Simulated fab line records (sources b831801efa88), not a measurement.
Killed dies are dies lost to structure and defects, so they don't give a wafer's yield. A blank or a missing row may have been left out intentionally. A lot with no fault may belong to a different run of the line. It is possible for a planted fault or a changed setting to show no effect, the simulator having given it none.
Split-lot experiment | flow sky130 | on a route of 708 steps: 5 lots, 23 wafers read

## THE SPLIT ITSELF
At SKY_LDD_N_IMPLANT_09, the setting energyKev was moved away from the recipe's 20 on 5 of the 23 wafers read, by +4.8% to +5.6%. This setting was run at the recipe's value on the other wafers.

Reading taken at the split's own step.

## THE READING
In nm, at SKY_LDD_N_IMPLANT_09: implant.drpNm, which is the simulator's own figure and was read by no gauge. No usual value for it is given in the file.

wafer  | tool, chamber at the split | energyKev as run | against the recipe | implant.drpNm, nm | against lot-mates on the recipe
L077.1 | implanter-04, 0            | 20.96            | +4.8%              | 7.45              | +0.238
L077.5 | implanter-04, 0            | 20.96            | +4.8%              | 7.45              | +0.238
L077.6 | implanter-04, 0            | 20.96            | +4.8%              | 7.45              | +0.238
L077.2 | implanter-04, 0            | 20               | recipe             | 7.212             | -
L077.3 | implanter-04, 0            | 20               | recipe             | 7.212             | -
L080.2 | implanter-03, 0            | 20               | recipe             | 7.212             | -
L080.4 | implanter-03, 0            | 20               | recipe             | 7.212             | -
L080.5 | implanter-03, 0            | 20               | recipe             | 7.212             | -
L082.1 | implanter-01, 0            | 20               | recipe             | 7.212             | -
L082.3 | implanter-01, 0            | 20               | recipe             | 7.212             | -
L082.4 | implanter-01, 0            | 20               | recipe             | 7.212             | -
L082.5 | implanter-01, 0            | 20               | recipe             | 7.212             | -
L082.6 | implanter-01, 0            | 20               | recipe             | 7.212             | -
L084.1 | implanter-01, 0            | 20               | recipe             | 7.212             | -
L084.3 | implanter-01, 0            | 20               | recipe             | 7.212             | -
L084.5 | implanter-01, 0            | 20               | recipe             | 7.212             | -
L084.2 | implanter-01, 0            | 21.12            | +5.6%              | 7.49              | +0.278
L084.6 | implanter-01, 0            | 21.12            | +5.6%              | 7.49              | +0.278
L085.1 | implanter-04, 0            | 20               | recipe             | 7.212             | -
L085.2 | implanter-04, 0            | 20               | recipe             | 7.212             | -
L085.3 | implanter-04, 0            | 20               | recipe             | 7.212             | -
L085.4 | implanter-04, 0            | 20               | recipe             | 7.212             | -
L085.5 | implanter-04, 0            | 20               | recipe             | 7.212             | -

THE FIT
A straight line over all 23 wafers: implant.drpNm changes by +0.0496 nm for each +1% of energyKev; r = +1.00; the points scatter about the line by 7.4e-05 nm.
The same after taking each lot's own level away (the mean of its wafers on the recipe; 23 wafers): +0.0496 nm for each +1%; r = +1.00; scatter 7.4e-05 nm.
The reading moves by 0.28 nm for the largest change in energyKev, on that fit.
The lots' own levels span 7.2120 to 7.2120 nm.
The two slopes are in agreement: the lot-to-lot level therefore moves the slope only a little.
Check: +0.278 nm against its lot-mates is what the line predicts for one of the wafers moved furthest among these (+5.6%) when that wafer is left out of the fit. Against them it came out at +0.278 nm.

## OTHER SPLITS APPLIED TO THESE WAFERS
Before the reading, these wafers also passed through other splits. Each is held against what the fit with the lots' levels taken away leaves over:
other split on the same wafers     | wafers away from the commonest value | r with implant.drpNm (lot level and that fit taken away)
SKY_RES_PROTECT_SOFTBAKE_03 tempC  | 2                                    | -0.01
SKY_POLY_GATE_OXIDATION_20 oxTimeS | 18                                   | +0.31

## THE WHOLE CHAIN: every reading that the file lists as answering this split, in the file's order
step                 | what it does | reading                                                        | change (the file's fit)                | r (the file's)
SKY_LDD_N_IMPLANT_09 |              | implant.rpNm (the simulator's own value, which no gauge read)  | +0.114 nm for each +1% of the setting  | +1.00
SKY_LDD_N_IMPLANT_09 |              | implant.drpNm (the simulator's own value, which no gauge read) | +0.0497 nm for each +1% of the setting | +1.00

## FILE'S OWN FIT
implant.drpNm changes by +0.0497 nm for each +1% of energyKev, r = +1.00.
